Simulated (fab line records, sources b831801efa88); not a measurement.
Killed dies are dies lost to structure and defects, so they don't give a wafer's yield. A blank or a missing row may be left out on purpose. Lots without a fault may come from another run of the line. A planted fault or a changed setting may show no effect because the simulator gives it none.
Tool commonality check | flow gf180mcu | 12 lots, 36 wafers sampled

WHY IT WAS OPENED
At GF_PSD_TW_MEAS_11 the reading PSD_TW is flagged on 3 of 12 lots. Wafers without a fault read 3195, standard deviation 28.
Rule: a lot is flagged when every wafer of it that has a number lies more than 4 standard deviations from that mean, or none has a number. The other lots count as sound.

lot  | measured     | on            | PSD_TW, wafer by wafer | flag
L402 | day 15 00:42 | film_metro-04 | 3150 3169 3166         |
L403 | day 15 07:13 | film_metro-02 | 3205 3200 3200         |
L404 | day 15 16:04 | film_metro-04 | 3165 3150 3150         |
L405 | day 15 16:41 | film_metro-02 | 3201 3210 3201         |
L406 | day 15 19:17 | film_metro-02 | 3192 3205 3209         |
L410 | day 17 00:08 | film_metro-02 | 3245 3221 3209         |
L411 | day 17 09:13 | film_metro-04 | 3570 3566 3573         | FLAGGED
L412 | day 17 17:58 | film_metro-02 | 3622 3617 3613         | FLAGGED
L416 | day 18 21:51 | film_metro-01 | 3236 3209 3209         |
L417 | day 19 08:23 | film_metro-01 | 3635 3621 3654         | FLAGGED
L418 | day 19 19:00 | film_metro-02 | 3217 3188 3207         |
L425 | day 21 23:19 | film_metro-02 | 3218 3210 3211         |
The numbers of the flagged lots are 3608 on average: +413 against the usual, or +15 standard deviations.

WHICH TOOL RAN EACH LOT
The record holds 2 process steps before the reading, out of a route of 602 steps. In each cell: the tool, then ch and the chambers that the sampled wafers went through, then the start.
lot  | flag    | GF_PSD_IMPLANT_09               | GF_PSD_STRIP_10
L402 |         | implanter-02 ch 0, day 15 00:27 | plasma_asher-03 ch 0,1, day 15 00:36
L403 |         | implanter-02 ch 0, day 15 06:58 | plasma_asher-04 ch 0,1, day 15 07:06
L404 |         | implanter-01 ch 0, day 15 15:51 | plasma_asher-04 ch 0,1, day 15 15:59
L405 |         | implanter-02 ch 0, day 15 16:26 | plasma_asher-02 ch 0,1, day 15 16:35
L406 |         | implanter-04 ch 0, day 15 19:02 | plasma_asher-04 ch 0,1, day 15 19:11
L410 |         | implanter-01 ch 0, day 16 23:53 | plasma_asher-03 ch 0,1, day 17 00:02
L411 | FLAGGED | implanter-01 ch 0, day 17 08:38 | plasma_asher-02 ch 0,1, day 17 09:07
L412 | FLAGGED | implanter-01 ch 0, day 17 17:24 | plasma_asher-04 ch 0,1, day 17 17:52
L416 |         | implanter-01 ch 0, day 18 21:36 | plasma_asher-03 ch 0,1, day 18 21:45
L417 | FLAGGED | implanter-02 ch 0, day 19 07:51 | plasma_asher-03 ch 0,1, day 19 08:18
L418 |         | implanter-01 ch 0, day 19 18:46 | plasma_asher-02 ch 0,1, day 19 18:53
L425 |         | implanter-02 ch 0, day 21 23:07 | plasma_asher-04 ch 0,1, day 21 23:14
What these steps do:
- GF_PSD_IMPLANT_09
- GF_PSD_STRIP_10: strips in O2/N2.
- GF_PSD_TW_MEAS_11

FLAGGED OVER TOTAL, TOOL BY TOOL (the gauges that took the reading come last)
step              | tool            | lots run | flagged | share of the flagged lots | sound lots run after its first flagged lot
GF_PSD_IMPLANT_09 | implanter-01    | 6        | 2       | some                      | 2 (L416,L418)
GF_PSD_IMPLANT_09 | implanter-02    | 5        | 1       | some                      | 1 (L425)
GF_PSD_IMPLANT_09 | implanter-04    | 1        | 0       | none                      | -
GF_PSD_STRIP_10   | plasma_asher-02 | 3        | 1       | some                      | 1 (L418)
GF_PSD_STRIP_10   | plasma_asher-03 | 4        | 1       | some                      | 0
GF_PSD_STRIP_10   | plasma_asher-04 | 5        | 1       | some                      | 1 (L425)
GF_PSD_TW_MEAS_11 | film_metro-01   | 2        | 1       | some                      | 0
GF_PSD_TW_MEAS_11 | film_metro-02   | 7        | 1       | some                      | 2 (L418,L425)
GF_PSD_TW_MEAS_11 | film_metro-04   | 3        | 1       | some                      | 0

WHAT THE TABLE ALLOWS
No row of the table ran every flagged lot.

WHAT THE SIMULATOR HAD PUT IN
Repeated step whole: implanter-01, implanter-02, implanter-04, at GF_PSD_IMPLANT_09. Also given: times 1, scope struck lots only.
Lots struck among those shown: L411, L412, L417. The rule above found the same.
